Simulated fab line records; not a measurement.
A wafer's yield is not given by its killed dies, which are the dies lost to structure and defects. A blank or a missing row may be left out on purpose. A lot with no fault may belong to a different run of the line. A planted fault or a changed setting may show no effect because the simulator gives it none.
fab line records -- flow gf180mcu -- part 2 of 2: steps 30 to 38 of 38
[record] lots = 5, wafers = 15, last-day = 34
route steps=602 shown M3@423 V3@429 M4@456
lots with no fault: from the same line, run without faults
start-h: hours from the record's first day to the start of the lot's first wafer shown -- wait-h: hours from the lot's prior step to this one -- " as in the row above -- L1.1+2: several wafers, shown together as one row -- - no value, or no start given -- * or withheld: withheld -- < > ~ a bound
route shown NAME@n: names a module that has steps shown in the file, with the first one's number in the route -- usual: mean and standard deviation over wafers with no fault -- same: alike in all rows -- chamber/n: place in a boat -- sites: readings site by site -- _std_site: the standard deviation of these -- _edge_site: mean of outer sites minus mean of inner sites -- radius-mm: how far each site lies from the wafer's centre -- mask NAME#n: copy n -- behind: tool/chamber where the wafer was last shaped -- hold: the reason the lot was held/the length of the hold in hours/how it ended -- device: the transistor (n, p or np) that didn't switch -- end of line: the same wafers' tests at the end of the route -- step lacking rows: just its recipe -- killed: dies lost to structure and defects at the first sort, not the wafer's yield -- map: the dies of a wafer, with x for killed, . for not killed, _ for no die there
set.NAME: the setting that was run; set.NAME@STEP: the one run at that earlier step -- model.NAME: the simulator's own value behind a step, which no gauge read
lots seen at some steps along the route; tables by step, rows by wafer
services: the hour from which a tool's chamber was out of use, counted from the record's first day as start-h (under 0 if before that day), plus the number of hours and why
[[steps]]
[step GF_V3_CVD_23]
[recipe] material = W, target-thk-nm = 350, time-s = 104.9, temp-c = 400, pressure-torr = 40
[usual] heater-power-w = 840/24
[same] time-s = 104.9
lot.wafer,tool,chamber,start-h,wait-h,heater-power-w
L075.1,cvd-w-01,1,523.84,0.0,872
L075.2,cvd-w-01,0,523.84,0.0,822
L075.6,cvd-w-01,1,523.84,0.0,848
L077.3,cvd-w-02,1,541.29,0.1,829
L077.4,cvd-w-02,0,541.29,0.1,848
L077.5,cvd-w-02,1,541.29,0.1,819
L079.3,cvd-w-02,0,572.65,0.1,856
L079.4,cvd-w-02,1,572.65,0.1,825
L079.6,cvd-w-02,1,572.65,0.1,813
L088.3,cvd-w-01,0,629.64,0.1,821
L088.4,cvd-w-01,1,629.64,0.1,842
L088.5,cvd-w-01,1,629.64,0.1,877
L096.1,cvd-w-01,0,683.44,0.0,826
L096.4,cvd-w-01,0,683.44,0.0,831
L096.5,cvd-w-01,1,683.44,0.0,864
[step GF_V3_RS_MEAS_24]
[recipe] thk-meas-gauge = four-point-probe, reads = W_of_V3_CVD_23+TiN_of_V3_SPUTTER_22+Ti_of_V3_SPUTTER_21
[usual] V3_W_RS = 0.328/0.0042
lot.wafer,tool,chamber,start-h,wait-h,V3_W_RS[ohm/sq]
L075.1,film-metro-03,-,523.96,0.1,0.326
L075.2,film-metro-03,-,523.96,0.1,0.325
L075.6,film-metro-03,-,523.96,0.1,0.329
L077.3,film-metro-03,-,541.40,0.1,0.328
L077.4,film-metro-03,-,541.40,0.1,0.326
L077.5,film-metro-03,-,541.40,0.1,0.328
L079.3,film-metro-02,-,572.77,0.1,0.324
L079.4,film-metro-02,-,572.77,0.1,0.330
L079.6,film-metro-02,-,572.77,0.1,0.326
L088.3,film-metro-03,-,629.76,0.1,0.331
L088.4,film-metro-03,-,629.76,0.1,0.331
L088.5,film-metro-03,-,629.76,0.1,0.331
L096.1,film-metro-02,-,683.55,0.1,0.335
L096.4,film-metro-02,-,683.55,0.1,0.337
L096.5,film-metro-02,-,683.55,0.1,0.332
[step GF_V3_THK_MEAS_25]
[recipe] thk-meas-gauge = xrf, reads = W_of_V3_CVD_23
[usual] V3_W_THK = 356/5.5
lot.wafer,tool,chamber,start-h,wait-h,V3_W_THK[nm]
L075.1,film-metro-03,-,524.08,0.1,360
L075.2,film-metro-03,-,524.08,0.1,358
L075.6,film-metro-03,-,524.08,0.1,355
L077.3,film-metro-03,-,541.50,0.1,357
L077.4,film-metro-03,-,541.50,0.1,358
L077.5,film-metro-03,-,541.50,0.1,357
L079.3,film-metro-02,-,572.87,0.1,363
L079.4,film-metro-02,-,572.87,0.1,352
L079.6,film-metro-02,-,572.87,0.1,358
L088.3,film-metro-03,-,629.86,0.1,356
L088.4,film-metro-03,-,629.86,0.1,354
L088.5,film-metro-03,-,629.86,0.1,355
L096.1,film-metro-02,-,683.67,0.1,344
L096.4,film-metro-02,-,683.67,0.1,345
L096.5,film-metro-02,-,683.67,0.1,349
[step GF_V3_CMP_26]
[recipe] stop-on = SiO2, down-force-psi = 3.5, platen-rpm = 60, t-overpolish-s = 15, target-thk-nm = 0, pad-velocity-m-s = 0.94248
[usual] motor-current-A = 11.3/0.9, overpolish-run-s = 15.000/0.009, platen-rpm = 60.00/0.041, time-to-endpoint-s = 85.0/2.8
lot.wafer,tool,chamber,start-h,wait-h,motor-current-A,overpolish-run-s,platen-rpm,time-to-endpoint-s
L075.2,cmp-02,1,524.19,0.1,11.8,15.003,60.06,85.9
L075.1,cmp-02,2,524.19,0.1,11.6,15.008,59.94,84.4
L075.6,cmp-02,1,524.19,0.1,11.6,15.015,60.05,86.7
L077.3,cmp-02,2,541.64,0.1,12.5,14.979,60.04,84.3
L077.4,cmp-02,3,541.64,0.1,10.3,15.000,60.05,82.6
L077.5,cmp-02,0,541.64,0.1,10.2,15.002,59.97,82.8
L079.4,cmp-01,0,572.91,0.0,10.5,14.989,60.03,86.2
L079.3,cmp-01,2,572.91,0.0,10.9,15.007,60.03,83.5
L079.6,cmp-01,1,572.91,0.0,11.6,14.987,59.94,79.7
L088.3,cmp-01,1,629.90,0.0,12.0,14.986,59.98,82.0
L088.4,cmp-01,3,629.90,0.0,13.8,14.998,60.07,84.1
L088.5,cmp-01,1,629.90,0.0,11.6,15.009,59.97,82.0
L096.4,cmp-01,2,683.73,0.0,10.7,15.009,60.07,83.6
L096.1,cmp-01,3,683.73,0.0,13.0,14.995,59.93,87.7
L096.5,cmp-01,2,683.73,0.0,10.6,15.001,60.02,83.0
[step GF_M4_SPUTTER_00]
[recipe] material = Ti, target-thk-nm = 37.5, arriving-ion-energy-ev = 80, substrate-temp-c = 200, chamber-pressure-pa = 2, power-w = 4000, time-s = 150
[usual] throttle-valve-pct = 29.1/1.1
[same] time-s = 150
lot.wafer,tool,chamber,start-h,wait-h,throttle-valve-pct
L075.1,pvd-sputter-02,-,524.44,0.1,28.6
L075.2,pvd-sputter-02,-,524.44,0.1,30.0
L075.6,pvd-sputter-02,-,524.44,0.1,29.8
L077.3,pvd-sputter-04,-,541.84,0.1,28.9
L077.4,pvd-sputter-04,-,541.84,0.1,28.9
L077.5,pvd-sputter-04,-,541.84,0.1,31.0
L079.3,pvd-sputter-04,-,573.21,0.1,29.0
L079.4,pvd-sputter-04,-,573.21,0.1,29.2
L079.6,pvd-sputter-04,-,573.21,0.1,29.0
L088.3,pvd-sputter-01,-,630.20,0.2,28.4
L088.4,pvd-sputter-01,-,630.20,0.2,30.2
L088.5,pvd-sputter-01,-,630.20,0.2,30.1
L096.1,pvd-sputter-04,-,684.03,0.2,28.7
L096.4,pvd-sputter-04,-,684.03,0.2,29.2
L096.5,pvd-sputter-04,-,684.03,0.2,28.7
[step GF_M4_SPUTTER_01]
[recipe] material = TiN, target-thk-nm = 30, power-w = 6500, time-s = 25, chamber-pressure-pa = 0.4
[usual] throttle-valve-pct = 29.2/1.1
[same] time-s = 25
lot.wafer,tool,chamber,start-h,wait-h,throttle-valve-pct
L075.1,pvd-sputter-02,-,524.54,0.1,28.4
L075.2,pvd-sputter-02,-,524.54,0.1,30.0
L075.6,pvd-sputter-02,-,524.54,0.1,30.1
L077.3,pvd-sputter-04,-,541.94,0.1,29.1
L077.4,pvd-sputter-04,-,541.94,0.1,28.9
L077.5,pvd-sputter-04,-,541.94,0.1,31.1
L079.3,pvd-sputter-04,-,573.31,0.1,28.5
L079.4,pvd-sputter-04,-,573.31,0.1,29.1
L079.6,pvd-sputter-04,-,573.31,0.1,29.1
L088.3,pvd-sputter-01,-,630.30,0.1,28.6
L088.4,pvd-sputter-01,-,630.30,0.1,30.4
L088.5,pvd-sputter-01,-,630.30,0.1,30.1
L096.1,pvd-sputter-04,-,684.13,0.1,29.0
L096.4,pvd-sputter-04,-,684.13,0.1,29.0
L096.5,pvd-sputter-04,-,684.13,0.1,29.0
[step GF_M4_SPUTTER_02]
[recipe] material = AlCu, target-thk-nm = 450, power-w = 10600, time-s = 23.9, chamber-pressure-pa = 0.4
[usual] throttle-valve-pct = 29.2/1.1
[same] time-s = 23.9
lot.wafer,tool,chamber,start-h,wait-h,throttle-valve-pct
L075.1,pvd-sputter-02,-,524.57,0.0,28.6
L075.2,pvd-sputter-02,-,524.57,0.0,30.2
L075.6,pvd-sputter-02,-,524.57,0.0,30.1
L077.3,pvd-sputter-04,-,541.97,0.0,29.1
L077.4,pvd-sputter-04,-,541.97,0.0,28.9
L077.5,pvd-sputter-04,-,541.97,0.0,30.8
L079.3,pvd-sputter-04,-,573.34,0.0,29.0
L079.4,pvd-sputter-04,-,573.34,0.0,29.2
L079.6,pvd-sputter-04,-,573.34,0.0,29.0
L088.3,pvd-sputter-01,-,630.33,0.0,28.5
L088.4,pvd-sputter-01,-,630.33,0.0,30.2
L088.5,pvd-sputter-01,-,630.33,0.0,29.6
L096.1,pvd-sputter-04,-,684.16,0.0,29.1
L096.4,pvd-sputter-04,-,684.16,0.0,28.8
L096.5,pvd-sputter-04,-,684.16,0.0,28.7
[step GF_M4_SPUTTER_03]
[recipe] material = Ti, target-thk-nm = 10, substrate-temp-c = 300, chamber-pressure-pa = 0.3, power-w = 3000, time-s = 6.7
[usual] throttle-valve-pct = 29.2/1.1
[same] time-s = 6.7
lot.wafer,tool,chamber,start-h,wait-h,throttle-valve-pct
L075.1,pvd-sputter-02,-,524.60,0.0,28.6
L075.2,pvd-sputter-02,-,524.60,0.0,30.3
L075.6,pvd-sputter-02,-,524.60,0.0,30.2
L077.3,pvd-sputter-04,-,542.00,0.0,29.0
L077.4,pvd-sputter-04,-,542.00,0.0,29.1
L077.5,pvd-sputter-04,-,542.00,0.0,30.9
L079.3,pvd-sputter-04,-,573.37,0.0,29.1
L079.4,pvd-sputter-04,-,573.37,0.0,29.0
L079.6,pvd-sputter-04,-,573.37,0.0,29.0
L088.3,pvd-sputter-01,-,630.36,0.0,28.6
L088.4,pvd-sputter-01,-,630.36,0.0,30.2
L088.5,pvd-sputter-01,-,630.36,0.0,29.9
L096.1,pvd-sputter-04,-,684.19,0.0,28.9
L096.4,pvd-sputter-04,-,684.19,0.0,29.0
L096.5,pvd-sputter-04,-,684.19,0.0,28.8
[step GF_M4_SPUTTER_04]
[recipe] material = TiN, target-thk-nm = 50, power-w = 6500, time-s = 41.7, chamber-pressure-pa = 0.4
[usual] throttle-valve-pct = 29.2/1.1
[same] time-s = 41.7
lot.wafer,tool,chamber,start-h,wait-h,throttle-valve-pct
L075.1,pvd-sputter-02,-,524.62,0.0,28.6
L075.2,pvd-sputter-02,-,524.62,0.0,30.0
L075.6,pvd-sputter-02,-,524.62,0.0,29.8
L077.3,pvd-sputter-04,-,542.02,0.0,29.2
L077.4,pvd-sputter-04,-,542.02,0.0,29.0
L077.5,pvd-sputter-04,-,542.02,0.0,31.1
L079.3,pvd-sputter-04,-,573.39,0.0,28.7
L079.4,pvd-sputter-04,-,573.39,0.0,29.2
L079.6,pvd-sputter-04,-,573.39,0.0,29.0
L088.3,pvd-sputter-01,-,630.38,0.0,28.5
L088.4,pvd-sputter-01,-,630.38,0.0,30.6
L088.5,pvd-sputter-01,-,630.38,0.0,29.9
L096.1,pvd-sputter-04,-,684.21,0.0,28.9
L096.4,pvd-sputter-04,-,684.21,0.0,29.0
L096.5,pvd-sputter-04,-,684.21,0.0,28.9
[[services]]
tool,chamber,start-h,hours,kind
cvd-w-01,0,477.37,3.2,repair
plasma-asher-01,-,489.31,0.4,repair
krf-scanner-01,-,492.45,0.8,pm
plasma-asher-01,-,494.36,4.0,repair
pecvd-03,-,501.25,1.7,repair
hdpcvd-01,0,506.78,3.7,repair
plasma-asher-01,-,509.82,2.8,pm
plasma-asher-02,-,512.41,14.6,pm
hdpcvd-01,1,515.25,9.0,repair
krf-scanner-01,-,515.39,4.0,pm
cmp-01,-,516.79,1.0,repair
krf-scanner-01,-,526.82,0.1,repair
cmp-02,-,535.44,2.7,repair
krf-scanner-01,-,536.12,1.0,pm
rie-diel-02,-,541.23,0.5,repair
cmp-02,-,572.15,4.0,pm
pvd-sputter-04,-,600.72,6.3,repair
cmp-02,-,618.27,7.1,pm
rie-diel-02,2,620.72,4.5,repair
pvd-sputter-04,-,628.67,1.0,repair
rie-diel-02,3,633.03,8.1,repair
rie-diel-03,3,638.16,3.8,repair
pvd-sputter-02,-,644.69,8.0,repair
cmp-02,-,672.04,3.1,repair
